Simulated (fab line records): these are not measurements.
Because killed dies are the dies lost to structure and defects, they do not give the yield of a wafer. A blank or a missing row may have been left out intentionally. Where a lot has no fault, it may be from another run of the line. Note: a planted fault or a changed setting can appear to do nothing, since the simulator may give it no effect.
A lot that was struck, set against a sound lot ; flow sky130 ; 34 out of 708 route steps
Sound: the wafers L898.1, L898.3, L898.6. Struck: wafer L896.1; the same lot's L896.3 was not struck, so it is left out; see the end for the cause.
At each step with rows: each side's tool, then ch and its chambers, then its first start. Under that, the readings that differ: sound wafers ; struck wafers ; difference of the means ; sigmas: that difference in standard deviations of wafers without a fault.
alike: readings whose means differ by less than 2 such deviations, and words and numbers that are the same on both sides. not compared: withheld readings, readings that some wafer has no value for, bounds like >300 that may hide the same value, and numbers for which the record gives no deviation and whose values overlap.
A row with sigmas, a row that says differs or no value, or rows on one side alone: a step with any of these is where the two part. Numbers that have no deviation but don't overlap get no sigmas and don't part them. A reading that every wafer of one side lacks parts them only if that side has two wafers or more.

first, 8 steps without rows for these wafers: SKY_LOCAL_INTERCONNECT_ETCH_13 (etches BARC in N2/H2, stops on SiO2, time 45.9 s, target depth 60 nm); SKY_LOCAL_INTERCONNECT_METAL_ETCH_14 (etches TiN in Cl2/BCl3, stops on PSG, target depth 110 nm, time 31.4 s); SKY_LOCAL_INTERCONNECT_STRIP_15 (strips in O2/N2); SKY_LOCAL_INTERCONNECT_STRIP_16 (strips in post etch residue remover, time 1200 s); SKY_LOCAL_INTERCONNECT_CLEAN_17 (cleans in IPA, time 180 s); SKY_LOCAL_INTERCONNECT_CLEAN_18 (cleans in O3/DIW); SKY_CONTACT_CVD_00 (deposits Si3N4, target thk 75 nm); SKY_CONTACT_HDPCVD_02 (deposits SiO2, target thk 565 nm, time 94.2 s).
SKY_CONTACT_CMP_04: polishes SiO2.
  sound on cmp-01 ch 2,3, day 38 16:16; struck on cmp-01 ch 0, day 33 10:17
reading;sound;struck;difference;sigmas
timeToEndpointS (s);89 82 77;103;+20;+3
model.SiO2_of_CONTACT_HDPCVD_02.thkNm (nm);340.7 338.6 338.4;418.9;+79.7;
  alike: headPressurePsi, motorCurrentA
then, 9 steps without rows for these wafers: SKY_CONTACT_DEHYDRATE_06 (time 60 s); SKY_CONTACT_HMDS_07 (prime time 60 s); SKY_CONTACT_COAT_08 (resist thk 60 nm); SKY_CONTACT_COAT_09 (resist thk 450 nm); SKY_CONTACT_SOFTBAKE_10 (time 90 s); SKY_CONTACT_EXPOSE_11 (exposes mask CTM1, target cd 170 nm); SKY_CONTACT_PEB_12; SKY_CONTACT_DEVELOP_13 (develop time 60 s); SKY_CONTACT_ETCH_16 (etches BARC in N2/H2, stops on SiO2, time 45.9 s, target depth 60 nm).
SKY_CONTACT_ETCH_17: etches SiO2 in C4F8/O2/Ar, stops on Si3N4, target depth 340 nm.
  sound on rieDiel-01 ch 0,1,2, day 39 17:38; struck on rieDiel-03 ch 1, day 34 13:47
reading;sound;struck;difference;sigmas
oesProductAu (a.u.);0.901 0.890 0.895;0.997;+0.102;+20
model.etch.depthNm (nm);340.7 338.6 338.4;407.3;+68.1;
model.CONTACT.featureDepthNm (nm);340.7 338.6 338.4;407.3;+68.1;
then, 13 steps without rows for these wafers: SKY_CONTACT_ETCH_18 (etches Si3N4 in CHF3/O2, stops on TiN, time 39 s, target depth 75 nm); SKY_CONTACT_STRIP_19 (strips in O2/N2); SKY_CONTACT_STRIP_20 (strips in post etch residue remover, time 1200 s); SKY_CONTACT_CLEAN_21 (cleans in IPA, time 180 s); SKY_CONTACT_CLEAN_22 (cleans in O3/DIW); SKY_CONTACT_SPUTTER_23 (material TiN, target thk 20 nm, time 80 s); SKY_CONTACT_CVD_24 (deposits W, target thk 340 nm, time 102.12 s); SKY_CONTACT_CMP_27 (polishes, stops on SiO2, t overpolish 15 s, target thk 0 nm); SKY_METAL1_SPUTTER_00 (material Ti, target thk 15 nm, time 10 s); SKY_METAL1_SPUTTER_01 (material TiN, target thk 20 nm, time 16.7 s); SKY_METAL1_SPUTTER_02 (material AlCu, target thk 250 nm, time 13.3 s); SKY_METAL1_SPUTTER_03 (material Ti, target thk 5 nm, time 3.3 s); SKY_METAL1_SPUTTER_04 (material TiN, target thk 70 nm, time 58.3 s).
SKY_METAL1_METAL_ETCH_19: etches the open film in Cl2/BCl3, stops on SiO2, target depth 360 nm, time 78 s.
  sound on rieMetal-02 ch 1, day 40 21:30; struck on rieMetal-01 ch 1, day 35 18:28
reading;sound;struck;difference;sigmas
throttleValvePct (%);22.289 22.262 22.270;22.250;-0.024;-3
model.SiO2_of_CONTACT_HDPCVD_02.thkNm (nm);326.4 324.4 324.2;404.4;+79.4;
  alike: drypumpMotorCurrentA, oesProductAu
  not compared: rfHoursCounterH
-- the record jumps here: 13 days lie between the struck wafers' starts before and after (it left off in module METAL1 and takes up again in module PAD_OPEN, whose first step shown is number 708 of the route) --
SKY_PAD_OPEN_PROBE_99:
  sound: prober-01 at day 52 05:02; struck: prober-01 at day 48 19:32
reading;sound;struck;difference;sigmas
killedAtContacts;21 13 22;201;+182;+36
killedAtOther;0 0 1;2;+2;+2
killedDies;76 81 82;269;+189;+21
killedOnRim;15 19 19;63;+45;+12
  alike: killed_at_M0_to_M3, killed_at_M4_up, killedAtFrontEnd, killedOpen, killedShort

== WHERE THEY PART ==
At SKY_CONTACT_CMP_04 first; at SKY_PAD_OPEN_PROBE_99 last (within this record only).

WHY: what the simulator had put in
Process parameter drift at SKY_CONTACT_CMP_04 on cmp-01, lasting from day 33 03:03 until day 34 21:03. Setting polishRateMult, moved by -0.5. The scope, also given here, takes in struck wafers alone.
